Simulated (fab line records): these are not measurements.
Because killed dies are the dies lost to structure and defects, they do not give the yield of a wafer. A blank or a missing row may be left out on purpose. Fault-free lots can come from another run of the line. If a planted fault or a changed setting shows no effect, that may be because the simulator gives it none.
fab line records	flow sfq-line
[record] lots = 6	wafers = 18	last-day = 92
route steps=325 shown M4@152 I4@163
lots with no fault: from the same line, run without faults
start-h: hours from the record's first day to the start of the lot's first wafer shown	wait-h: time in hours since the lot's previous step	" identical to the entry in the row above	L1.1+2: a single row standing in for several wafers	- no value, or no start was given	* or withheld: withheld	< > ~ a bound
route shown NAME@n: NAME is a module with steps in the file, n the number in the route of the first one	usual: mean/standard deviation taken from wafers without a fault	same: alike in all rows	chamber/n: place in a boat	sites: each site's reading	_std_site: the values' standard deviation	_edge_site: mean of outer sites minus mean of inner sites	radius-mm: how far each site lies from the wafer's centre	mask NAME#n: copy n	behind: the tool/chamber that last shaped the wafer	hold: reason for holding the lot/hours on hold/outcome of the hold	device: the n, p or np transistor that did not switch	end of line: tests of these same wafers at the route's end	a step with no rows: only its recipe	killed: dies that structure and defects cost at the first sort, which is not the same as the wafer's yield	map: the dies of a wafer, with x for killed, . for not killed, _ for no die there
set.NAME: setting as actually run; set.NAME@STEP: the setting as run at that earlier step	model.NAME: the simulator's own value behind a step, which no gauge read
certain route steps with their lots: each step a table, each wafer a row
services: a tool's chamber out of use, with start hour (start-h, from the record's first day; less than 0 if before it), hours out, and reason
[[steps]]
[step SFQ_TRILAYER_M4_LITHO_COAT_098]
[recipe] resist = BARC	spin-rpm = 3000	resist-thk-nm = 62
[step SFQ_TRILAYER_M4_LITHO_COAT_093]
[recipe] resist = KrF	spin-rpm = 3000	resist-thk-nm = 600
[step SFQ_TRILAYER_M4_LITHO_SOFTBAKE_097]
[recipe] temp-c = withheld	time-s = withheld	resist = KrF
[step SFQ_TRILAYER_M4_LITHO_EXPOSE_094]
[recipe] mask-id = M4	na = 0.6	source-shape = conventional	sigma-outer = 0.65	target-cd-nm = 500	dose-mj = 14.4
[step SFQ_TRILAYER_M4_LITHO_PEB_096]
[recipe] peb-temp-c = 115	peb-time-s = 60	resist = KrF
[step SFQ_TRILAYER_M4_LITHO_DEVELOP_095]
[recipe] time-s = 60	resist = KrF
[step SFQ_M4_OVL_MEAS_926]
[usual] M4_OVL = -1/5
lot.wafer	tool	chamber	start-h	wait-h	M4_OVL[nm]
L958.1	overlay-01	-	1259.27	0.1	2
L958.2	"	-	"	"	-2
L958.4	"	-	"	"	2
L960.4	overlay-01	-	1287.02	0.1	-10
L960.5	"	-	"	"	-15
L960.6	"	-	"	"	-13
L966.1	overlay-01	-	1347.60	0.1	2
L966.3	"	-	"	"	6
L966.5	"	-	"	"	8
L971.1	overlay-01	-	1391.81	0.1	1
L971.2	"	-	"	"	0
L971.3	"	-	"	"	6
L977.1	overlay-02	-	1460.46	0.1	-4
L977.3	"	-	"	"	-1
L977.6	"	-	"	"	-1
L979.1	overlay-02	-	1470.06	0.1	4
L979.2	"	-	"	"	1
L979.4	"	-	"	"	-2
[step SFQ_TRILAYER_M4_BARC_OPEN_METAL_ETCH_123]
[recipe] mask-material = PR	chemistry = O2	target-depth-nm = 125	target = BARC	icp-w = 600	bias-w = 80	pressure-mtorr = 10	time-s = 41.7
[usual] drypump-motor-current-A = 5.44/0.23	he-backside-leak-sccm = 3.49/0.2	oes-product-au = 0.685/0.0047
lot.wafer	tool	chamber	start-h	wait-h	drypump-motor-current-A	he-backside-leak-sccm	oes-product-au	rf-hours-counter-h
L958.1	rie-metal-04	1	1259.31	0.0	5.33	3.73	0.687	114
L958.2	"	1	"	"	5.34	3.79	0.691	-
L958.4	"	1	"	"	5.34	3.71	0.687	-
L960.4	rie-metal-01	0	1287.05	0.0	5.83	3.74	0.692	-
L960.5	"	0	"	"	5.78	3.55	0.687	-
L960.6	"	1	"	"	5.72	3.05	0.682	-
L966.1	rie-metal-03	0	1347.63	0.0	5.55	3.79	0.678	101
L966.3	"	1	"	"	5.31	3.38	0.676	-
L966.5	"	0	"	"	5.57	3.64	0.681	-
L971.1	rie-metal-03	1	1391.85	0.0	5.32	3.26	0.680	125
L971.2	"	0	"	"	5.61	3.81	0.691	106
L971.3	"	0	"	"	5.58	3.69	0.683	-
L977.1	rie-metal-04	1	1460.50	0.0	5.34	3.70	0.681	8
L977.3	"	0	"	"	5.18	3.47	0.689	-
L977.6	"	1	"	"	5.34	3.77	0.690	-
L979.1	rie-metal-04	0	1470.10	0.0	5.17	3.33	0.691	28
L979.2	"	1	"	"	5.35	3.58	0.688	10
L979.4	"	0	"	"	5.17	3.40	0.683	-
[step SFQ_TRILAYER_M4_ETCH_METAL_ETCH_096]
[recipe] target = Nb	stop-on = SiO2	mask-material = PR	chemistry = Cl2/Ar	target-depth-nm = 240	icp-w = 600	bias-w = 80	pressure-mtorr = 10	time-s = 120
[usual] drypump-motor-current-A = 5.44/0.23	he-backside-leak-sccm = 3.56/0.28	oes-product-au = 0.893/0.0064
lot.wafer	tool	chamber	start-h	wait-h	drypump-motor-current-A	he-backside-leak-sccm	oes-product-au	rf-hours-counter-h
L958.1	rie-metal-04	1	1259.43	0.1	5.35	3.72	0.888	114
L958.2	"	1	"	"	5.35	3.86	0.903	-
L958.4	"	1	"	"	5.34	3.81	0.890	-
L960.4	rie-metal-01	0	1287.14	0.1	5.80	3.75	0.892	-
L960.5	"	0	"	"	5.80	3.83	0.897	-
L960.6	"	1	"	"	5.74	3.47	0.900	-
L966.1	rie-metal-03	0	1347.69	0.0	5.57	3.56	0.903	101
L966.3	"	1	"	"	5.29	3.52	0.892	-
L966.5	"	0	"	"	5.56	3.58	0.888	-
L971.1	rie-metal-03	1	1391.91	0.0	5.30	3.19	0.891	125
L971.2	"	0	"	"	5.58	3.47	0.893	106
L971.3	"	0	"	"	5.60	3.69	0.893	-
L977.1	rie-metal-04	1	1460.56	0.0	5.34	3.58	0.906	8
L977.3	"	0	"	"	5.17	3.55	0.894	-
L977.6	"	1	"	"	5.33	3.56	0.897	-
L979.1	rie-metal-04	0	1470.16	0.0	5.17	3.54	0.892	28
L979.2	"	1	"	"	5.34	3.67	0.890	10
L979.4	"	0	"	"	5.16	3.50	0.887	-
[step SFQ_TRILAYER_M4_STRIP_STRIP_097]
[recipe] gas = O2	power-w = 200	platen-temp-c = 40	overash-fraction = 0.65	chemistry = O2	pressure-mtorr = 50
[usual] drypump-motor-current-A = 5.44/0.23	he-backside-leak-sccm = 3.6/0.45	oes-product-au = 1.000/0.0065
lot.wafer	tool	chamber	start-h	wait-h	drypump-motor-current-A	he-backside-leak-sccm	oes-product-au	rf-hours-counter-h
L958.1	rie-metal-04	1	1259.68	0.2	5.33	3.7	0.998	114
L958.2	"	1	"	"	5.33	3.7	1.003	-
L958.4	"	1	"	"	5.33	3.6	0.991	-
L960.4	rie-metal-01	0	1287.42	0.2	5.83	3.6	1.004	-
L960.5	"	0	"	"	5.81	3.7	1.008	-
L960.6	"	1	"	"	5.70	3.4	1.007	-
L966.1	rie-metal-03	0	1347.82	0.1	5.62	3.9	0.998	101
L966.3	"	1	"	"	5.33	3.4	1.001	-
L966.5	"	0	"	"	5.58	3.4	0.990	-
L971.1	rie-metal-03	1	1392.03	0.1	5.30	3.5	0.999	126
L971.2	"	0	"	"	5.60	4.1	0.996	106
L971.3	"	0	"	"	5.57	4.1	0.985	-
L977.1	rie-metal-04	1	1460.68	0.1	5.36	3.5	1.007	8
L977.3	"	0	"	"	5.16	3.7	0.996	-
L977.6	"	1	"	"	5.32	3.6	1.013	-
L979.1	rie-metal-04	0	1470.28	0.1	5.18	3.6	1.002	28
L979.2	"	1	"	"	5.37	3.6	1.001	10
L979.4	"	0	"	"	5.18	3.9	1.005	-
[step SFQ_TRILAYER_M4_STRIP_SOLV_CLEAN_098]
[recipe] chemistry = NMP	temp-c = 70	time-s = 600
[step SFQ_TRILAYER_I4_DEP_PECVD_099]
[recipe] material = SiO2	temp-c = 150	time-s = 111.11	pressure-torr = 2.4	rf-w = 183.3	precursor = SiH4/N2O	target-thk-nm = 500
[usual] chamber-pressure-Torr = 2.400/0.0053	heater-power-w = 88/24	throttle-valve-pct = 24.7/1.1
lot.wafer	tool	chamber	start-h	wait-h	chamber-pressure-Torr	heater-power-w	since-wet-clean-h	throttle-valve-pct
L958.1	pecvd-01	1	1261.05	0.0	2.393	118	1422	25.6
L958.2	"	0	"	"	2.396	47	1422	25.3
L958.4	"	1	"	"	2.399	122	-	25.7
L960.4	pecvd-03	2	1288.05	0.0	2.400	112	-	25.7
L960.5	"	1	"	"	2.404	96	-	23.0
L960.6	"	0	"	"	2.407	58	-	23.1
L966.1	pecvd-03	2	1348.59	0.0	2.400	102	401	25.4
L966.3	"	1	"	"	2.399	83	401	23.4
L966.5	"	0	"	"	2.403	65	-	23.3
L971.1	pecvd-01	1	1392.81	0.0	2.396	126	62	24.6
L971.2	"	2	"	"	2.394	80	62	24.2
L971.3	"	0	"	"	2.400	52	62	23.4
L977.1	pecvd-01	0	1461.46	0.0	2.396	54	131	23.4
L977.3	"	2	"	"	2.409	84	131	24.5
L977.6	"	2	"	"	2.401	85	-	24.5
L979.1	pecvd-01	0	1471.06	0.0	2.404	52	140	23.7
L979.2	"	1	"	"	2.408	128	140	24.5
L979.4	"	1	"	"	2.404	127	-	24.7
[step SFQ_TRILAYER_I4_CMP_CMP_100]
[recipe] material = SiO2	down-force-psi = 3	platen-rpm = 60	pad-velocity-m-s = 0.94248
[usual] head-pressure-psi = 3.001/0.0063	motor-current-A = 10.6/0.77	slurry-filter-dp-kPa = 13.51/0.13	slurry-flow-ml-min = 150.1/0.49	time-to-endpoint-s = 214/6.4
lot.wafer	tool	chamber	start-h	wait-h	head-pressure-psi	motor-current-A	slurry-filter-dp-kPa	slurry-flow-ml-min	time-to-endpoint-s
L958.1	cmp-02	3	1292.80	31.7	3.003	10.9	13.55	149.7	215
L958.4	"	0	"	"	2.990	11.5	13.42	149.7	221
L958.2	"	1	"	"	3.014	11.0	13.54	149.2	222
L960.4	cmp-01	1	1317.95	29.9	2.998	9.4	13.56	149.5	210
L960.5	"	3	1318.95	30.9	2.989	10.2	13.73	149.5	220
L960.6	"	0	"	"	2.998	11.0	13.60	150.5	220
L966.1	cmp-01	2	1353.45	4.8	3.003	11.1	13.72	150.0	211
L966.3	"	0	1354.45	5.8	3.002	11.1	13.30	150.5	217
L966.5	"	2	1355.45	6.8	2.996	10.4	13.42	150.2	214
L971.1	cmp-02	0	1393.39	0.5	2.998	11.1	13.28	149.5	208
L971.2	"	1	"	"	3.009	11.3	13.46	150.4	210
L971.3	"	2	"	"	3.006	9.7	13.34	149.1	211
L977.1	cmp-02	2	1462.75	1.3	2.995	9.8	13.57	150.2	110
L977.3	"	0	1463.75	2.3	3.000	11.0	13.56	149.0	210
L977.6	"	3	1465.25	3.7	2.994	11.2	13.62	150.5	215
L979.4	cmp-02	2	1474.75	3.6	2.995	10.1	13.58	150.1	119
L979.1	"	3	"	"	2.999	11.2	13.55	150.5	216
L979.2	"	0	"	"	3.007	11.2	13.50	149.7	218
[step SFQ_I4_BOW_MEAS_927]
[recipe] mode = bow
[usual] I4_BOW = 1/9.5
lot.wafer	tool	chamber	start-h	wait-h	I4_BOW[um]
L958.1	film-metro-03	-	1295.30	2.0	-15
L958.2	"	-	"	"	1
L958.4	"	-	"	"	1
L960.4	film-metro-01	-	1320.01	1.6	1
L960.5	"	-	"	"	-3
L960.6	"	-	"	"	-4
L966.1	film-metro-01	-	1355.95	2.0	2
L966.3	"	-	"	"	7
L966.5	"	-	"	"	-11
L971.1	film-metro-01	-	1395.89	2.0	-5
L971.2	"	-	"	"	2
L971.3	"	-	"	"	2
L977.1	film-metro-01	-	1465.75	2.5	8
L977.3	"	-	"	"	12
L977.6	"	-	"	"	11
L979.1	film-metro-03	-	1477.75	2.0	0
L979.2	"	-	"	"	3
L979.4	"	-	"	"	9
[[services]]
tool	chamber	start-h	hours	kind
cmp-01	-	1247.19	2.2	repair
rie-metal-04	0	1251.59	-	clean
rie-metal-04	0	1251.59	-	consumable-replace:focus-ring
rie-metal-04	0	1251.59	15.8	scheduled-down
rie-metal-04	0	1251.59	15.8	vent-cycle
cmp-01	-	1264.45	4.0	pm
pecvd-01	-	1268.05	14.6	pm
cmp-01	-	1273.94	1.0	repair
cmp-01	-	1280.96	1.7	repair
pecvd-01	-	1316.75	14.0	pm
pecvd-01	-	1330.75	2.8	pm
cmp-02	-	1331.30	5.1	pm
rie-metal-04	0	1340.94	4.4	repair
pecvd-03	-	1343.95	1.3	repair
rie-metal-04	1	1379.87	-	clean
rie-metal-04	1	1379.87	-	consumable-replace:focus-ring
rie-metal-04	1	1379.87	21.3	scheduled-down
pecvd-03	0	1383.79	5.4	repair
pecvd-03	-	1384.17	5.5	pm
pecvd-03	0	1416.54	4.8	repair
cmp-02	-	1429.54	4.0	pm
cmp-01	-	1447.61	8.0	pm
rie-metal-01	-	1455.44	1.6	repair
pecvd-01	-	1462.52	0.6	repair
[[key]]
[first-sign] step = SFQ_TRILAYER_I4_CMP_CMP_100	reading = time-to-endpoint-s	direction = down	sigmas = 15	usual = *	struck = *
effect none on later readings
met-at SFQ_TRILAYER_I4_CMP_CMP_100
struck-wafers L977.1,L979.4
onset-between 1393.39 1462.75
[fault] kind = process-parameter-drift	tool = cmp-02	chamber = 2	onset-h = 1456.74	steps = SFQ_TRILAYER_I4_CMP_CMP_100	channel = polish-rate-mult	offset = 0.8	shape = step	end-h = 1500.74
